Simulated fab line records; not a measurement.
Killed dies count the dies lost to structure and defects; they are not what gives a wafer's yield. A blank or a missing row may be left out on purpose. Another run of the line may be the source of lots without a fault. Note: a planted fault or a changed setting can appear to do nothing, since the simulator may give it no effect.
A struck lot beside a sound one + flow gf180mcu + 18 steps out of a route of 602
Sound: wafers L284.2, L284.4, L284.5. The struck wafers were L281.1, L281.3, L281.5. The cause is given at the end.
Each step with rows lists, per side, the tool, then ch with its chambers, then its first start. Under that, the readings that differ: sound wafers + struck wafers + difference of the means + sigmas: that difference in standard deviations of wafers without a fault.
alike: words and numbers the same on both sides, and readings whose means are apart by under 2 such deviations; not compared: readings that were withheld, readings missing a value for some wafer, numbers with overlapping values and no deviation given by the record, and bounds like >300 which may hide the same value.
Wherever a step has rows on one side only, a row that says differs or no value, or a row with sigmas, the two part there. Non-overlapping numbers with no deviation appear without sigmas and do not part them. A reading that every wafer of one side lacks parts them only if that side has two wafers or more.

GF_PSD_STRIP_10: strips in O2/N2.
  sound on plasmaAsher-03 ch 0,1, day 21 16:17; struck on plasmaAsher-04 ch 0, day 20 23:08
  alike: chamberPressureMTorr, drypumpMotorCurrentA, heaterPowerW, n2FlowSccm, oesProductAu, stripTimeToEndpointS
  not compared: rfHoursCounterH
GF_PSD_TW_MEAS_11:
  struck on filmMetro-01, day 20 23:14; sound on filmMetro-03, day 21 16:24
  alike: PSD_TW
then, 1 step without rows for these wafers: GF_PSD_CLEAN_12 (cleans in SC1/SC2, time 150 s).
GF_PSD_RTA_13: time 18.36 s.
  sound on rtpAnneal-02 ch 0, day 21 16:32; struck on rtpAnneal-01 ch 0, day 20 23:21
  alike: chamberO2Ppm, lampPowerPct, wafer_temp_C_max
GF_PSD_RS_MEAS_14: the measuring method here is four-point-probe.
  struck on filmMetro-03, day 20 23:26; sound on filmMetro-03, day 21 16:37
  alike: NSD_RS
GF_PSD_RS_MEAS_15: the measuring method here is four-point-probe.
  struck on filmMetro-03, day 20 23:34; sound on filmMetro-03, day 21 16:44
  alike: PSD_RS
GF_SAB_CVD_00: deposits SiO2 from TEOS, target thk 50 nm, time 4.9302 s.
  sound on pecvd-02 ch 0,2, day 21 16:50; struck on pecvd-02 ch 0,1,2, day 20 23:41
  alike: heaterPowerW
GF_SAB_THK_MEAS_01:
  struck on filmMetro-02, day 20 23:42; sound on filmMetro-01, day 21 16:52
  alike: SAB_CVD_00_THK
then, 4 steps without rows for these wafers: GF_SAB_DEHYDRATE_02 (time 60 s); GF_SAB_HMDS_03 (prime time 60 s); GF_SAB_COAT_04 (resist thk 1000 nm); GF_SAB_SOFTBAKE_05 (time 60 s).
GF_SAB_EXPOSE_06: exposes mask SAB, target cd 420 nm.
  sound on ilineStepper-02 ch 0, day 22 04:46; struck on ilineStepper-01 ch 0, day 21 11:29
| reading                   | sound                | struck            | difference | sigmas |
|---------------------------|----------------------|-------------------|------------|--------|
| model.SAB.overlayXNm (nm) | 0.5472 0.5472 0.5472 | 55.46 55.46 55.46 | +54.91     |        |
  alike: mask
then, 2 steps without rows for these wafers: GF_SAB_PEB_07; GF_SAB_DEVELOP_08 (develop time 60 s).
GF_SAB_CD_MEAS_09: target cd 420 nm.
  struck on cdSem-02, day 21 23:16; sound on cdSem-02, day 22 16:17
  alike: cdNm
GF_SAB_OVL_MEAS_10:
  struck on overlay-02, day 21 23:35; sound on overlay-02, day 22 16:24
| reading      | sound         | struck         | difference | sigmas |
|--------------|---------------|----------------|------------|--------|
| SAB_OVL (nm) | -0.4 0.3 -1.0 | 54.1 56.4 56.5 | +56.0      | +43    |
  not compared: hold
next, for these wafers, 1 step has no rows: GF_PASSIVATION_PROBE_99.

## WHERE THEY PART
Only at GF_SAB_OVL_MEAS_10, as far as this record shows.

WHY: whatever the simulator had introduced
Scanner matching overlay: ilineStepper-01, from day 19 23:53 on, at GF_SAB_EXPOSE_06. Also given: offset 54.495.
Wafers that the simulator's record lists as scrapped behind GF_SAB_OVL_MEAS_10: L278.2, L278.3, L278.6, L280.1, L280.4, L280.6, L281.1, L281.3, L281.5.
